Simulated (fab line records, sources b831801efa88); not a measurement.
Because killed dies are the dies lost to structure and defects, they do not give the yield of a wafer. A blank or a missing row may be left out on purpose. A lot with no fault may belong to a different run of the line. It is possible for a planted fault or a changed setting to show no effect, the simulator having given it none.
Which tool was responsible? + flow gf180mcu + Sampling: 7 lots, 21 wafers, 4 of 602 route steps

WHAT EACH GAUGE READ, for each wafer
GF_V4_THK_MEAS_01.
| lot  | measured     | on            | V4_CVD_00_THK (nm)            |
|------|--------------|---------------|-------------------------------|
| L103 | day 23 17:17 | film-metro-01 | 606 605 603                   |
| L107 | day 25 01:10 | film-metro-03 | 1209 1213 1221 1208 1214 1222 |
| L117 | day 28 13:22 | film-metro-03 | 606 602 612                   |
| L119 | day 29 01:13 | film-metro-02 | 602 612 610                   |
| L121 | day 29 12:00 | film-metro-03 | 595 606 612                   |
| L123 | day 30 00:49 | film-metro-02 | 605 603 604                   |
| L125 | day 30 15:53 | film-metro-02 | 604 608 601                   |

TOOL THAT RAN EACH LOT (tool first, then ch and the chambers of the sampled wafers, then the start)
| lot  | GF_M4_SPUTTER_03             | GF_M4_SPUTTER_04             | GF_V4_CVD_00                     |
|------|------------------------------|------------------------------|----------------------------------|
| L103 | pvd-sputter-04, day 22 17:19 | pvd-sputter-04, day 22 17:20 | hdpcvd-02 ch 0,2, day 23 17:11   |
| L107 | pvd-sputter-01, day 24 02:05 | pvd-sputter-01, day 24 02:07 | hdpcvd-02 ch 0,1,2, day 25 00:51 |
| L117 | pvd-sputter-03, day 27 16:47 | pvd-sputter-03, day 27 16:48 | hdpcvd-01 ch 0,1,2, day 28 13:17 |
| L119 | pvd-sputter-04, day 28 05:02 | pvd-sputter-04, day 28 05:03 | hdpcvd-02 ch 0,1,2, day 29 01:09 |
| L121 | pvd-sputter-03, day 28 16:17 | pvd-sputter-03, day 28 16:18 | hdpcvd-01 ch 0,1, day 29 11:56   |
| L123 | pvd-sputter-01, day 29 05:19 | pvd-sputter-01, day 29 05:20 | hdpcvd-02 ch 0,1,2, day 30 00:44 |
| L125 | pvd-sputter-04, day 29 20:14 | pvd-sputter-04, day 29 20:16 | hdpcvd-02 ch 1,2, day 30 15:48   |
- GF_M4_SPUTTER_03: material Ti, target thk 10 nm, time 6.7 s.
- GF_M4_SPUTTER_04: material TiN, target thk 50 nm, time 41.7 s.
- GF_V4_CVD_00: deposits SiO2, target thk 600 nm, time 100 s.

THE ANSWER, worked out from the rows above alone
Rule: the usual values come from the lots themselves. Put in order of their means at a reading, lots are off if they are a third of the lots or fewer, leave a main group of 4 or more, and stand apart from it by a gap of 3 or more times the standard deviation of the main group's means; of several such gaps the widest counts. Not used: any main group whose means are identical at the precision the tables above print for the reading. Also off: a lot with no number at a reading for which 4 or more lots have one. Any other lot the step has rows for is counted as sound.
Off: at GF_V4_THK_MEAS_01 (V4_CVD_00_THK), L107. The main group: mean 605 nm, standard deviation 1.5.
If a tool, at a process step before that reading, ran all the lots that are off and no sound lot after the first of them, it fits. The gauges at GF_V4_THK_MEAS_01 are tried like those tools. Not one of the candidates tried fits.

WHAT THE SIMULATOR HAD PUT IN
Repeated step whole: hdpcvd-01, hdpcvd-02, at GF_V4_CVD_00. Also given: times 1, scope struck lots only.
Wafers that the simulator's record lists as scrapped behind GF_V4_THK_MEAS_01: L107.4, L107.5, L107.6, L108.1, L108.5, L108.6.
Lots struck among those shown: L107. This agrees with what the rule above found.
